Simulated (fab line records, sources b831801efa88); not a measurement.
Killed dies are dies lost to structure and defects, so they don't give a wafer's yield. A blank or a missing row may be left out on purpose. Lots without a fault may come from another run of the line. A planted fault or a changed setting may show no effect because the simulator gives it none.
Which tool did it? | flow gf180mcu | 13 lots, 39 wafers sampled, at 5 steps of a route of 602

WHAT THE GAUGES READ, wafer by wafer
GF_V5_THK_MEAS_01. Usual: V5_CVD_00_THK 302.0 nm, standard deviation 2.8.
lot  | measured     | on            | V5_CVD_00_THK (nm) | flag
L487 | day 26 04:34 | film_metro-04 | 302.5 298.8 302.9  |
L488 | day 26 11:58 | film_metro-02 | 304.1 296.3 304.2  |
L490 | day 27 13:40 | film_metro-02 | 303.7 303.4 303.0  |
L491 | day 27 20:15 | film_metro-02 | 302.0 301.9 299.3  |
L492 | day 28 02:36 | film_metro-02 | 307.5 307.9 305.3  |
L493 | day 28 07:10 | film_metro-03 | 298.7 300.1 302.4  |
L495 | day 29 00:47 | film_metro-02 | 300.9 297.6 301.6  |
L498 | day 30 02:47 | film_metro-02 | 301.3 300.1 300.3  |
L499 | day 30 10:08 | film_metro-02 | 297.6 303.0 299.3  |
L502 | day 30 22:27 | film_metro-03 | 304.1 299.6 299.1  |
L506 | day 31 21:20 | film_metro-04 | 306.2 297.9 303.5  |
L509 | day 32 16:23 | film_metro-02 | 304.7 299.7 302.9  |
L508 | day 32 17:03 | film_metro-03 | 302.4 300.9 302.6  |

GF_V5_THK_MEAS_03. Usual: V5_CVD_02_THK 1455 nm, standard deviation 19.
lot  | measured     | on            | V5_CVD_02_THK (nm) | flag
L487 | day 26 04:44 | film_metro-04 | 1459 1458 1464     |
L488 | day 26 12:07 | film_metro-04 | 1424 1465 1465     |
L490 | day 27 13:50 | film_metro-02 | 1443 1449 1457     |
L491 | day 27 20:25 | film_metro-04 | 1449 1458 1468     |
L492 | day 28 02:46 | film_metro-02 | 1443 1493 1495     |
L493 | day 28 07:20 | film_metro-04 | 1442 1463 1473     |
L495 | day 29 00:57 | film_metro-04 | 1443 1417 1461     |
L498 | day 30 02:58 | film_metro-03 | 1257 1267 1298     | OFF
L499 | day 30 10:19 | film_metro-02 | 1452 1420 1449     |
L502 | day 30 22:37 | film_metro-02 | 1260 1247 1247     | OFF
L506 | day 31 21:31 | film_metro-02 | 1445 1432 1446     |
L509 | day 32 16:33 | film_metro-04 | 1463 1484 1460     |
L508 | day 32 17:13 | film_metro-03 | 1464 1432 1459     |

GF_V5_CD_MEAS_14: target cd 260 nm. Usual: cd_nm 260.1 nm, standard deviation 1.1.
lot  | measured     | on        | cd_nm (nm)        | flag
L487 | day 27 01:44 | cd_sem-01 | 258.3 259.7 258.9 |
L488 | day 27 08:28 | cd_sem-02 | 261.1 261.1 260.7 |
L490 | day 28 09:31 | cd_sem-02 | 259.4 257.8 258.3 |
L491 | day 28 16:07 | cd_sem-01 | 260.7 260.3 260.0 |
L492 | day 28 22:22 | cd_sem-01 | 260.8 259.7 261.7 |
L493 | day 29 02:38 | cd_sem-01 | 260.0 259.1 260.7 |
L495 | day 29 19:29 | cd_sem-01 | 262.9 261.6 260.8 |
L498 | day 30 21:46 | cd_sem-01 | 260.7 260.8 260.6 |
L499 | day 31 04:28 | cd_sem-02 | 259.9 259.8 259.4 |
L502 | day 31 16:40 | cd_sem-01 | 259.7 257.9 258.1 |
L506 | day 32 15:14 | cd_sem-01 | 260.4 260.7 261.7 |
L509 | day 33 08:53 | cd_sem-01 | 259.7 258.3 259.3 |
L508 | day 33 09:40 | cd_sem-01 | 260.4 260.0 261.3 |

WHICH TOOL RAN EACH LOT (tool, then ch and the chambers of the sampled wafers, then the start)
lot  | GF_MIM_SPUTTER_08            | GF_V5_CVD_02
L487 | pvd_sputter-04, day 24 08:05 | pecvd-01 ch 0,1,2, day 26 04:39
L488 | pvd_sputter-02, day 24 15:35 | pecvd-01 ch 0,1, day 26 12:00
L490 | pvd_sputter-04, day 25 19:13 | pecvd-03 ch 1,2, day 27 13:44
L491 | pvd_sputter-04, day 26 02:31 | pecvd-01 ch 0,1, day 27 20:19
L492 | pvd_sputter-04, day 26 08:25 | pecvd-01 ch 0,2, day 28 02:40
L493 | pvd_sputter-04, day 26 13:34 | pecvd-01 ch 1,2, day 28 07:13
L495 | pvd_sputter-01, day 27 07:48 | pecvd-03 ch 0,1,2, day 29 00:50
L498 | pvd_sputter-04, day 28 11:13 | pecvd-01 ch 1,2, day 30 02:51
L499 | pvd_sputter-02, day 28 18:41 | pecvd-04 ch 0,2, day 30 10:12
L502 | pvd_sputter-01, day 29 08:42 | pecvd-01 ch 0,2, day 30 22:30
L506 | pvd_sputter-01, day 30 08:44 | pecvd-04 ch 0,2, day 31 21:23
L509 | pvd_sputter-02, day 31 05:01 | pecvd-03 ch 0,1,2, day 32 16:28
L508 | pvd_sputter-01, day 31 05:43 | pecvd-04 ch 1,2, day 32 17:06
- GF_MIM_SPUTTER_08: material AlCu, target thk 200 nm, time 10.6 s.
- GF_V5_CVD_02: deposits SiO2 from TEOS, target thk 1450 nm, time 163.28 s.

WHAT THE TOOLS THEMSELVES READ (means of the sampled wafers that have a number; where no wafer has one, the mark that the record gives instead)
GF_MIM_SPUTTER_08. Usual: throttle_valve_pct 30.2 %, standard deviation 1.1.
lot  | tool           | throttle_valve_pct (%) | flag
L487 | pvd_sputter-04 | 31.2                   |
L488 | pvd_sputter-02 | 28.5                   |
L490 | pvd_sputter-04 | 30.8                   |
L491 | pvd_sputter-04 | 30.8                   |
L492 | pvd_sputter-04 | 30.6                   |
L493 | pvd_sputter-04 | 30.5                   |
L495 | pvd_sputter-01 | 29.5                   |
L498 | pvd_sputter-04 | 31.2                   |
L499 | pvd_sputter-02 | 30.1                   |
L502 | pvd_sputter-01 | 29.6                   |
L506 | pvd_sputter-01 | 29.5                   |
L509 | pvd_sputter-02 | 29.5                   |
L508 | pvd_sputter-01 | 29.5                   |

GF_V5_CVD_02. Usual: heater_power_outer_w 358 W, standard deviation 60; heater_power_w 602 W, standard deviation 76; rf_fwd_power_W 597.4 W, standard deviation 1.8.
lot  | tool     | heater_power_outer_w (W) | heater_power_w (W) | rf_fwd_power_W (W) | flag
L487 | pecvd-01 | 326                      | 541                | 597.6              |
L488 | pecvd-01 | 384                      | 628                | 596.4              |
L490 | pecvd-03 | 321                      | 560                | 598.2              |
L491 | pecvd-01 | 320                      | 544                | 597.4              |
L492 | pecvd-01 | 365                      | 596                | 597.2              |
L493 | pecvd-01 | 315                      | 531                | 600.0              |
L495 | pecvd-03 | 335                      | 582                | 597.7              |
L498 | pecvd-01 | 359                      | 600                | 358.2              | OFF
L499 | pecvd-04 | 400                      | 643                | 599.4              |
L502 | pecvd-01 | 453                      | 715                | 355.9              | OFF
L506 | pecvd-04 | 375                      | 633                | 598.3              |
L509 | pecvd-03 | 273                      | 495                | 595.7              |
L508 | pecvd-04 | 453                      | 706                | 599.7              |

THE ANSWER, worked out from the rows above alone
Rule: a lot is off if the mean of its wafers that have a number lies more than 3 standard deviations from the usual mean. A lot without any number at a reading at which 4 lots or more have one is off too. The other lots that the step has rows for count as sound. The gauges are gone through in route order, then the tools' own readings, and for those a lot's mean is taken as printed above. The first step at which some lot is off is used, and at that step the reading that is off furthest; a lot without a number counts as furthest.
Off: L498, L502, at GF_V5_THK_MEAS_03 (V5_CVD_02_THK).
A tool fits if, at a process step before that reading, it ran every lot that is off, and no sound lot after the first of them. The gauges at GF_V5_THK_MEAS_03 aren't tried: what is off there is off at GF_V5_CVD_02 too, on other tools, and a gauge's error can't cause that. One fits: pecvd-01 at GF_V5_CVD_02. Its last sound lot is L493 (day 28 07:13), its first lot that is off L498 (day 30 02:51): a fault that began between those two fits.
The tool's own readings at GF_V5_CVD_02 bear it out: on the lots that are off they differ by more than 5 times the standard deviation of the sound lots' means. rf_fwd_power_W reads 357.0 W there against 598.0 W on the sound lots.

WHAT THE SIMULATOR HAD PUT IN
Process parameter drift: pecvd-01, from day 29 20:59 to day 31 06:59, at GF_V5_CVD_02. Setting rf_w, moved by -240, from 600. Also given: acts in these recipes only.
Lots struck among those shown: L498, L502. The rule above found the same.
